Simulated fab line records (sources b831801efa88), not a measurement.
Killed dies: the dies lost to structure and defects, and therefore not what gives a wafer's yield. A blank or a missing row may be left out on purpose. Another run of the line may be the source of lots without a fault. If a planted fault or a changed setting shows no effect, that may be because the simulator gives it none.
Which tool is to blame?	flow gf180mcu	13 lots, 39 wafers sampled, at 6 steps of a route of 602

== WHAT THE GAUGES SHOWED, per wafer ==
GF_NWELL_TW_MEAS_11. Usual: NWELL_TW gives 1576 (standard deviation 7).
lot	measured	on	NWELL_TW	flag
L249	day 3 09:35	film_metro-04	1574 1574 1575	
L250	day 3 14:02	film_metro-03	1586 1582 1578	
L254	day 4 12:00	film_metro-03	1929 1925 1924	OFF
L257	day 5 04:12	film_metro-03	1560 1560 1558	
L259	day 5 12:38	film_metro-04	1923 1921 1922	OFF
L263	day 6 13:00	film_metro-04	1919 1916 1925	OFF
L265	day 6 22:42	film_metro-01	1581 1585 1573	
L266	day 7 03:01	film_metro-01	1568 1576 1561	
L268	day 7 15:04	film_metro-04	1578 1576 1568	
L269	day 7 20:17	film_metro-01	1571 1564 1568	
L270	day 8 02:01	film_metro-01	1581 1570 1576	
L271	day 8 06:48	film_metro-01	1574 1572 1572	
L272	day 8 16:11	film_metro-01	1577 1580 1580	

GF_VT_IMPLANT_OVL_MEAS_07. Usual: VT_IMPLANT_OVL gives 0.3 nm (standard deviation 1.4).
lot	measured	on	VT_IMPLANT_OVL (nm)	flag
L249	day 5 17:33	overlay-01	1.3 1.2 1.5	
L250	day 5 21:40	overlay-02	2.0 1.0 2.8	
L254	day 6 22:06	overlay-02	-1.0 -0.9 -0.2	
L257	day 7 15:34	overlay-01	-0.2 -1.3 0.7	
L259	day 8 02:58	overlay-02	2.9 2.7 0.6	
L263	day 9 04:45	overlay-01	0.1 0.3 -0.2	
L265	day 9 15:07	overlay-01	1.1 2.0 -1.3	
L266	day 9 21:58	overlay-02	-1.7 -0.6 -1.0	
L268	day 10 12:13	overlay-01	2.0 -0.1 0.2	
L269	day 10 17:17	overlay-01	1.3 -1.2 -0.2	
L270	day 10 22:43	overlay-02	1.9 0.9 0.7	
L271	day 11 05:49	overlay-01	1.4 -1.1 -1.4	
L272	day 11 15:38	overlay-02	-1.3 0.9 1.6	

GF_VT_IMPLANT_OVL_MEAS_18. Usual: VT_IMPLANT_01_OVL gives 0.2 nm (standard deviation 1.5).
lot	measured	on	VT_IMPLANT_01_OVL (nm)	flag
L249	day 6 08:42	overlay-02	0.7 2.4 1.9	
L250	day 6 13:03	overlay-01	0.6 1.1 0.9	
L254	day 7 13:09	overlay-01	2.2 1.6 2.9	
L257	day 8 07:28	overlay-01	0.4 1.0 2.1	
L259	day 8 19:22	overlay-02	2.2 2.1 1.1	
L263	day 9 22:00	overlay-01	-1.0 1.1 -2.4	
L265	day 10 09:18	overlay-02	-2.1 -2.0 -0.5	
L266	day 10 15:01	overlay-01	-0.6 -0.9 2.2	
L268	day 11 06:08	overlay-02	0.4 1.3 0.4	
L269	day 11 11:53	overlay-01	2.6 0.5 0.4	
L270	day 11 17:19	overlay-02	-3.0 -3.3 -1.1	
L271	day 12 00:07	overlay-01	2.0 2.6 1.5	
L272	day 12 11:00	overlay-02	-2.4 -1.6 -0.7	

GF_VT_IMPLANT_RS_MEAS_47: a four-point-probe measurement. Usual: NWELL_RS gives 488.3 ohm/sq (standard deviation 1.3).
lot	measured	on	NWELL_RS (ohm/sq)	flag
L249	day 7 15:22	film_metro-04	488.3 489.5 488.7	
L250	day 7 20:45	film_metro-04	488.6 489.9 490.4	
L254	day 8 21:31	film_metro-04	349.2 349.5 348.7	OFF
L257	day 9 18:28	film_metro-04	490.1 489.1 488.9	
L259	day 10 06:08	film_metro-01	349.9 349.5 350.3	OFF
L263	day 11 10:37	film_metro-04	349.8 351.0 350.1	OFF
L265	day 11 22:59	film_metro-04	491.3 489.5 489.9	
L266	day 12 04:07	film_metro-01	489.2 489.2 487.9	
L268	day 12 22:10	film_metro-01	487.7 487.2 486.8	
L269	day 13 03:17	film_metro-04	491.0 490.7 489.4	
L270	day 13 09:01	film_metro-03	487.6 487.7 487.4	
L271	day 13 17:11	film_metro-01	488.7 488.4 488.7	
L272	day 14 04:13	film_metro-04	485.1 485.8 485.3	

== WHAT TOOL EACH LOT RAN ON (gives the tool, then ch and the chambers of the sampled wafers, and finally the start) ==
lot	GF_DNWELL_STRIP_08	GF_NWELL_IMPLANT_08
L249	plasma_asher-03 ch 0,1, day 2 19:52	implanter-04 ch 0, day 3 09:11
L250	plasma_asher-01 ch 0,1, day 3 00:05	implanter-03 ch 0, day 3 13:40
L254	plasma_asher-03 ch 0,1, day 3 22:02	implanter-04 ch 0, day 4 11:17
L257	plasma_asher-01 ch 0,1, day 4 13:58	implanter-03 ch 0, day 5 03:50
L259	plasma_asher-03 ch 0,1, day 4 21:57	implanter-04 ch 0, day 5 11:55
L263	plasma_asher-04 ch 0,1, day 5 21:25	implanter-01 ch 0, day 6 12:15
L265	plasma_asher-03 ch 0,1, day 6 07:24	implanter-03 ch 0, day 6 22:19
L266	plasma_asher-04 ch 0,1, day 6 11:43	implanter-04 ch 0, day 7 02:38
L268	plasma_asher-01 ch 0,1, day 6 23:12	implanter-04 ch 0, day 7 14:43
L269	plasma_asher-04 ch 0,1, day 7 04:13	implanter-04 ch 0, day 7 19:53
L270	plasma_asher-03 ch 0,1, day 7 10:35	implanter-01 ch 0, day 8 01:39
L271	plasma_asher-04 ch 0,1, day 7 14:29	implanter-04 ch 0, day 8 06:25
L272	plasma_asher-01 ch 0,1, day 7 23:05	implanter-01 ch 0, day 8 15:47
- GF_DNWELL_STRIP_08: strips in O2/N2.
- GF_NWELL_IMPLANT_08

== WHAT THE TOOLS THEMSELVES READ (means of the sampled wafers that have a number; where no wafer has one, the mark that the record gives instead) ==
GF_DNWELL_STRIP_08. Usual: drypump_motor_current_A 5.4 A, standard deviation 0.48; heater_power_w 326 W, standard deviation 36; oes_product_au 0.722 a.u., standard deviation 0.0045; strip_time_to_endpoint_s 36.96 s, standard deviation 0.089.
lot	tool	drypump_motor_current_A (A)	heater_power_w (W)	oes_product_au (a.u.)	strip_time_to_endpoint_s (s)	flag
L249	plasma_asher-03	5.0	296	0.721	36.99	
L250	plasma_asher-01	5.7	361	0.724	36.97	
L254	plasma_asher-03	5.1	306	0.722	37.08	
L257	plasma_asher-01	5.7	361	0.722	36.92	
L259	plasma_asher-03	5.0	297	0.720	36.90	
L263	plasma_asher-04	5.7	338	0.724	37.02	
L265	plasma_asher-03	5.1	311	0.720	37.05	
L266	plasma_asher-04	5.6	335	0.723	36.96	
L268	plasma_asher-01	5.7	362	0.724	36.97	
L269	plasma_asher-04	6.0	308	0.721	36.88	
L270	plasma_asher-03	5.0	299	0.725	36.80	
L271	plasma_asher-04	6.0	312	0.724	37.07	
L272	plasma_asher-01	5.7	358	0.724	36.97	

GF_NWELL_IMPLANT_08. Usual: 9.97 s for beam_on_s, sd 0.21.
lot	tool	beam_on_s (s)	flag
L249	implanter-04	9.97	
L250	implanter-03	9.96	
L254	implanter-04	9.93	
L257	implanter-03	9.91	
L259	implanter-04	10.09	
L263	implanter-01	10.03	
L265	implanter-03	9.94	
L266	implanter-04	9.92	
L268	implanter-04	10.00	
L269	implanter-04	10.01	
L270	implanter-01	9.99	
L271	implanter-04	10.15	
L272	implanter-01	10.05	

== THE ANSWER, worked out from the rows above alone ==
Rule: a lot counts as off when the mean over its wafers that have a number is more than 3 standard deviations away from the usual mean. A lot without any number at a reading at which 4 lots or more have one is off too. All remaining lots with rows at the step are treated as sound. The gauges are gone through in route order, then the tools' own readings, and for those a lot's mean is taken as printed above. The first step at which some lot is off is used, and at that step the reading that is off furthest; a lot without a number counts as furthest.
Off: L254, L259, L263, at GF_NWELL_TW_MEAS_11 (NWELL_TW).
If a tool, at a process step before that reading, ran all the lots that are off and no sound lot after the first of them, it fits. Those tools and the gauges at GF_NWELL_TW_MEAS_11 are tried in the same way. Not one of the candidates tried fits.

== WHAT THE SIMULATOR PUT IN ==
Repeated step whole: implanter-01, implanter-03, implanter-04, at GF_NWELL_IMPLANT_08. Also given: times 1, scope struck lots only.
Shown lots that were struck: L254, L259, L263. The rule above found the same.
